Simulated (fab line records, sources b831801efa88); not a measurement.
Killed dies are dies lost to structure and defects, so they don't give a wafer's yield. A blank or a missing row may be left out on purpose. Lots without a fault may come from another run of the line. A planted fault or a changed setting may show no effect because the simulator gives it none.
One fault seen from 2 desks | flow sfq_line | each desk has only its own numbers; what lay behind them comes last

THE METROLOGY DESK
What the gauges read, lot by lot, whatever tool the lot ran on: means of the sampled wafers that have a number. A lot is out of limits, marked OUT, if its mean lies more than 4 standard deviations from the usual mean; the brackets give that distance.
Columns: A = M8_BOW at SFQ_M8_BOW_MEAS_951, usual 10 um
lot  | first seen here | A
L636 | day 86 05:22    | 4
L637 | day 87 02:30    | 9
L640 | day 87 16:21    | 9
L643 | day 89 09:25    | 16
L644 | day 89 11:53    | 2
L647 | day 89 22:37    | 11
L649 | day 90 07:01    | 34
L651 | day 90 16:44    | 4
L650 | day 94 01:56    | -4
L652 | day 94 09:56    | 24
L653 | day 94 10:57    | 0
L657 | day 95 22:10    | 12
L658 | day 96 13:48    | -2
L659 | day 96 16:10    | -2
This desk's finding: nothing out of limits on any of the 14 lots.

THE TOOL OWNER'S DESK: litho_track-03
The tool's own readings at SFQ_TRILAYER_I7_VIA_LITHO_COAT_192 (resist thk 62 nm): means of the sampled wafers that have a number, for each lot that ran on this tool. A lot is out of limits, marked OUT, if its mean lies more than 4 standard deviations from the usual mean; the brackets give that distance.
Columns: A = spin_speed_rpm at SFQ_TRILAYER_I7_VIA_LITHO_COAT_192, usual 2999.8 rpm
lot  | first seen here | A
L640 | day 83 04:28    | 2999.0
L647 | day 85 10:53    | 3000.0
L649 | day 85 23:15    | 2997.1
L651 | day 86 12:39    | 3193.7 (+81) OUT
L650 | day 86 16:53    | 3198.0 (+83) OUT
L657 | day 92 08:03    | 3001.2
L658 | day 93 03:42    | 2997.6
This desk's finding: out of limits on L650, L651; first on L651, day 86 12:39 (spin_speed_rpm at SFQ_TRILAYER_I7_VIA_LITHO_COAT_192). In limits: L640, L647, L649, L657, L658.

PUT TOGETHER
The tool owner's desk could have raised an alarm at day 86 12:39, on L650, L651.
The metrology desk saw nothing out of limits.
The metrology desk has L650, L651 on record, within its limits.
Of the lots named, all ran SFQ_TRILAYER_I7_VIA_LITHO_COAT_192 on litho_track-03.

WHAT THE SIMULATOR HAD PUT IN
Process parameter drift: litho_track-03, from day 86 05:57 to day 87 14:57, at SFQ_TRILAYER_I7_VIA_LITHO_COAT_192. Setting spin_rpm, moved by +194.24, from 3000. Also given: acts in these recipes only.
Lots struck among those shown: L650, L651.
Hours from the fault's start to each desk's first reading out of limits: the tool owner's desk, 7.
